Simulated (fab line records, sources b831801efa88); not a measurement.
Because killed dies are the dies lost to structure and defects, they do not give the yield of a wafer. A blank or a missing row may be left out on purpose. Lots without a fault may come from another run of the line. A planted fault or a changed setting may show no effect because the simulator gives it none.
Comparing a struck lot with a sound one :: flow sky130 :: 16 out of 708 route steps
Sound: these wafers, L707.3, L707.4, L707.5. Wafers struck: L708.1, L708.4, L708.6. At the end, the cause is stated.
For every step that has rows: the tool of each side, followed by ch and its chambers, followed by its first start. Under that, the readings that differ: sound wafers :: struck wafers :: difference of the means :: sigmas: that difference in standard deviations of wafers without a fault.
alike: same words and numbers on both sides, and readings whose means sit less than 2 such deviations apart. not compared: any withheld reading, any reading some wafer has no value for, any bound like >300 that may hide the same value, and any number with overlapping values for which the record gives no deviation.
The two part at a step that has a row with sigmas, a row that says differs or no value, or rows on one side only. Numbers that don't overlap but have no deviation are shown without sigmas and don't part them. Lack of a reading on every wafer of one side parts them only where that side has two or more wafers.

first, 3 steps without rows for these wafers: SKY_METAL2_EXPOSE_12 (exposes mask MM2, target cd 140 nm); SKY_METAL2_PEB_13; SKY_METAL2_DEVELOP_14 (develop time 60 s).
SKY_METAL2_CD_MEAS_15: target cd 140 nm.
  sound on cd-sem-01, day 36 23:29; struck on cd-sem-01, day 37 13:29
  alike: cd-nm
SKY_METAL2_OVL_MEAS_16:
  sound on overlay-01, day 36 23:34; struck on overlay-02, day 37 13:37
  alike: METAL2_OVL
SKY_METAL2_DESCUM_17: chemistry O2, time 8 s.
  sound on rie-metal-04 ch 0,1, day 36 23:37; struck on rie-metal-02 ch 0, day 37 13:39
reading: chamber-pressure-mTorr (mTorr)
sound: 10.012 10.013 9.998
struck: 9.987 9.985 9.984
difference: -0.022
sigmas: -3

reading: drypump-motor-current-A (A)
sound: 6.0 6.5 6.5
struck: 5.2 5.1 5.2
difference: -1.2
sigmas: -2
  alike: oes-product-au
  not compared: rf-hours-counter-h
SKY_METAL2_ETCH_18: etches BARC in N2/H2, stops on SiO2, time 45.9 s, target depth 60 nm.
  sound on rie-metal-04 ch 0,1, day 36 23:39; struck on rie-metal-02 ch 0, day 37 13:43
reading: drypump-motor-current-A (A)
sound: 6.1 6.5 6.5
struck: 5.2 5.2 5.2
difference: -1.2
sigmas: -2
  alike: chamber-pressure-mTorr, oes-product-au, throttle-valve-pct
  not compared: rf-hours-counter-h
SKY_METAL2_METAL_ETCH_19: etches the open film in Cl2/BCl3, stops on SiO2, target depth 360 nm, time 78 s.
  sound on rie-metal-04 ch 0,1, day 36 23:43; struck on rie-metal-02 ch 0, day 37 13:50
reading: drypump-motor-current-A (A)
sound: 6.1 6.5 6.5
struck: 5.2 5.2 5.1
difference: -1.2
sigmas: -2

reading: oes-product-au (a.u.)
sound: 0.872 0.857 0.863
struck: 0.851 0.857 0.842
difference: -0.014
sigmas: -2
  alike: chamber-pressure-mTorr, throttle-valve-pct
  not compared: rf-hours-counter-h
SKY_METAL2_STRIP_20: strips in O2/N2.
  sound on plasma-asher-01 ch 0,1, day 36 23:49; struck on plasma-asher-02 ch 0,1, day 37 14:01
  alike: chamber-pressure-mTorr, drypump-motor-current-A, oes-product-au, strip-time-to-endpoint-s
  not compared: rf-hours-counter-h
then, 3 steps without rows for these wafers: SKY_METAL2_STRIP_21 (strips in post etch residue remover, time 1200 s); SKY_METAL2_CLEAN_22 (cleans in IPA, time 180 s); SKY_METAL2_CLEAN_23 (cleans in O3/DIW).
SKY_VIA2_HDPCVD_00: deposits SiO2, target thk 1180 nm, time 196.7 s.
  sound on hdpcvd-02 ch 1,2, day 37 00:28; struck on hdpcvd-02 ch 0,2, day 37 14:37
reading: sih4-flow-sccm (sccm)
sound: 59.92 59.90 60.22
struck: 90.16 90.15 89.75
difference: +30.01
sigmas: +99 or more

reading: model.SiO2_of_VIA2_HDPCVD_00.thk-nm (nm)
sound: 1172 1177 1184
struck: 1794 1785 1793
difference: +613
sigmas: 
  alike: pressure-mtorr, susceptor-temp-C
SKY_VIA2_THK_MEAS_01:
  sound on film-metro-02, day 37 00:37; struck on film-metro-01, day 37 14:44
reading: VIA2_HDPCVD_THK (nm)
sound: 1173 1178 1183
struck: 1795 1785 1792
difference: +613
sigmas: +56
SKY_VIA2_CMP_02: polishes SiO2.
  sound on cmp-02 ch 0,3, day 37 00:39; struck on cmp-01 ch 1,2, day 37 14:48
reading: motor-current-A (A)
sound: 11.4 10.9 9.8
struck: 13.2 12.8 13.4
difference: +2.4
sigmas: +2
SKY_PAD_OPEN_PROBE_99:
  rows exist in the record for the sound wafers here (prober-02, day 47 06:13), none for the struck ones

## WHERE THEY PART
At SKY_METAL2_DESCUM_17 first; at SKY_PAD_OPEN_PROBE_99 last (within this record only).

WHY: whatever the simulator had introduced
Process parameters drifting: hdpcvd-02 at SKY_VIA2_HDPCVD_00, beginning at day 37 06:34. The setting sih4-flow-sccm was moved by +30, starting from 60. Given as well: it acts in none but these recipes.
